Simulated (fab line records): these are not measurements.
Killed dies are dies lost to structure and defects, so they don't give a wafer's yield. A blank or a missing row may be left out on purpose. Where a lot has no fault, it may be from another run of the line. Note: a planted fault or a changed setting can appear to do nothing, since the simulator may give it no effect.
Matching of chambers -- flow gf180mcu -- GF_V1_CMP_04 on cmp-01 has 4 sister chambers
The step polishes SiO2. 20 wafers are shown with their chamber, then 10 later ones without.

== WAFERS PAIRED WITH THEIR CHAMBERS ==
wafer,chamber,motorCurrentA (A),timeToEndpointS (s),edgeZonePressureFrac
L287.2,3,11.4,76,1.006
L287.4,2,10.3,80,0.991
L287.5,0,11.9,77,0.994
L289.4,1,13.4,82,0.998
L289.5,2,11.3,78,0.995
L289.6,1,13.6,84,0.996
L288.3,0,12.4,78,1.000
L288.4,1,13.7,81,1.003
L288.6,0,11.6,77,1.003
L290.1,2,10.4,68,0.995
L290.2,1,13.6,71,0.995
L290.4,0,11.9,78,0.990
L291.2,1,13.3,73,0.996
L291.4,2,10.9,75,1.010
L291.6,0,12.2,82,1.001
L293.1,3,11.0,71,0.999
L293.2,1,14.6,67,1.001
L293.4,0,11.9,77,0.999
L294.2,1,13.9,83,1.002
L294.5,1,13.3,81,1.000

SIGNATURES (averages over the wafers above)
reading,chamber 0,chamber 1,chamber 2,chamber 3,scatter within a chamber
motorCurrentA,11.983,13.675,10.725,11.200,0.387
timeToEndpointS,78.17,77.75,75.25,73.50,5.02
edgeZonePressureFrac,0.99783,0.99887,0.99775,1.00250,0.00512
Rule: a wafer's distance from a chamber is the root of the sum, over the readings, of the square of ((its reading less the chamber's mean) divided by the reading's scatter). If the next closest chamber is less than 2 further off than the closest, the wafer can't be placed; otherwise it belongs to the closest. The scatter is the square root of a quotient: the sum, over the shown wafers, of each reading's squared deviation from its chamber's mean, divided by wafers minus chambers.

== WAFERS WHOSE CHAMBER IS MISSING ==
wafer,motorCurrentA (A),timeToEndpointS (s),edgeZonePressureFrac
L294.6,10.4,83,0.997
L295.1,13.7,77,1.000
L295.5,10.7,86,1.000
L295.6,13.7,85,1.002
L297.1,13.5,83,1.004
L297.5,13.1,85,0.996
L297.6,10.4,85,1.002
L299.1,10.0,82,1.007
L299.3,14.3,79,1.000
L299.6,13.3,91,1.001

== WHICH CHAMBER EACH WENT THROUGH ==
wafer,from the rows above,in truth
L294.6,can't be placed: 2 or 3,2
L295.1,1,1
L295.5,can't be placed: 2 or 3 or 0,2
L295.6,1,1
L297.1,1,1
L297.5,can't be placed: 1 or 0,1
L297.6,can't be placed: 2 or 3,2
L299.1,can't be placed: 2 or 3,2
L299.3,1,1
L299.6,can't be placed: 1 or 0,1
Placed correctly: 4 of 10. Cannot be placed on the basis of these rows: 6; the candidates contain the true chamber in 6. 0 placed wrongly.
